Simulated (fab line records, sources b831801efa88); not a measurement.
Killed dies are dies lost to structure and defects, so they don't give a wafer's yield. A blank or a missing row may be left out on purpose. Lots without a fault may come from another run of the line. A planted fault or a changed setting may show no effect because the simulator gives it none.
A struck lot beside a sound one | flow sky130 | 15 steps out of a route of 708
Sound: wafers L686.1, L686.2, L686.3. Struck: wafers L696.1, L696.3, L696.6. The cause comes at the end.
At each step with rows: each side's tool, then ch and its chambers, then its first start. Under that, the readings that differ: sound wafers | struck wafers | difference of the means | sigmas: that difference in standard deviations of wafers without a fault.
alike: readings whose means differ by less than 2 such deviations, and words and numbers that are the same on both sides. not compared: withheld readings, readings that some wafer has no value for, bounds like >300 that may hide the same value, and numbers for which the record gives no deviation and whose values overlap.
The two part at a step that has a row with sigmas, a row that says differs or no value, or rows on one side only. Numbers that don't overlap but have no deviation are shown without sigmas and don't part them. A reading that every wafer of one side lacks parts them only if that side has two wafers or more.

first, 3 steps without rows for these wafers: SKY_RES_PROTECT_PEB_05; SKY_RES_PROTECT_DEVELOP_06 (develop time 60 s); SKY_POLY_GATE_IMPLANT_02.
SKY_RES_PROTECT_STRIP_07: strips in O2/N2.
  sound on plasma_asher-02 ch 0,1, day 15 05:23; struck on plasma_asher-02 ch 0,1, day 18 13:57
  alike: drypump_motor_current_A, oes_product_au, strip_time_to_endpoint_s
  not compared: rf_hours_counter_h
SKY_RES_PROTECT_TW_MEAS_08:
  sound on film_metro-02, day 15 05:29; struck on film_metro-03, day 18 14:03
  alike: POLY_GATE_TW
then, 2 steps without rows for these wafers: SKY_RES_PROTECT_CLEAN_09 (cleans in SC1/SC2, time 150 s); SKY_POLY_GATE_CVD_03 (deposits Si3N4 from DCS/NH3, target thk 75 nm, time 1290 s).
SKY_POLY_GATE_THK_MEAS_04:
  sound on film_metro-03, day 15 06:57; struck on film_metro-04, day 18 16:12
  alike: POLY_GATE_CVD_03_THK
then, 4 steps without rows for these wafers: SKY_POLY_GATE_DEHYDRATE_05 (time 60 s); SKY_POLY_GATE_HMDS_06 (prime time 60 s); SKY_POLY_GATE_COAT_07 (resist thk 110 nm); SKY_POLY_GATE_COAT_08 (resist thk 450 nm).
SKY_POLY_GATE_SOFTBAKE_09: time 90 s.
  sound on litho_track-02 ch 0, day 15 20:00; struck on litho_track-02 ch 0, day 19 07:00
  reading                  | sound                | struck            | difference | sigmas
  heater_power_total_W (W) | 57.20 57.20 57.42    | 55.81 55.69 55.67 | -1.55      | -13
  plate_temp_C (C)         | 100.30 100.28 100.17 | 98.15 98.14 98.09 | -2.12      | -15
then, 1 step without rows for these wafers: SKY_POLY_GATE_EXPOSE_10 (exposes mask P1M, target cd 150 nm).
-- the record jumps here: 29 days lie between the struck wafers' starts before and after (it left off in module POLY_GATE and takes up again in module PAD_OPEN, whose first step shown is number 708 of the route) --
SKY_PAD_OPEN_PROBE_99:
  sound on prober-01, day 46 01:04; struck on prober-01, day 48 13:40
  alike: killed_at_M0_to_M3, killed_at_M4_up, killed_at_contacts, killed_at_front_end, killed_at_other, killed_dies, killed_open, killed_short

WHERE THEY PART
Only at SKY_POLY_GATE_SOFTBAKE_09, within this record. Later steps at which nothing parts them and some readings are alike: SKY_PAD_OPEN_PROBE_99.

WHY: what the simulator had put in
Process parameter drift: litho_track-02, from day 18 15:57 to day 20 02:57, at SKY_POLY_GATE_SOFTBAKE_09. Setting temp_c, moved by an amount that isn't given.
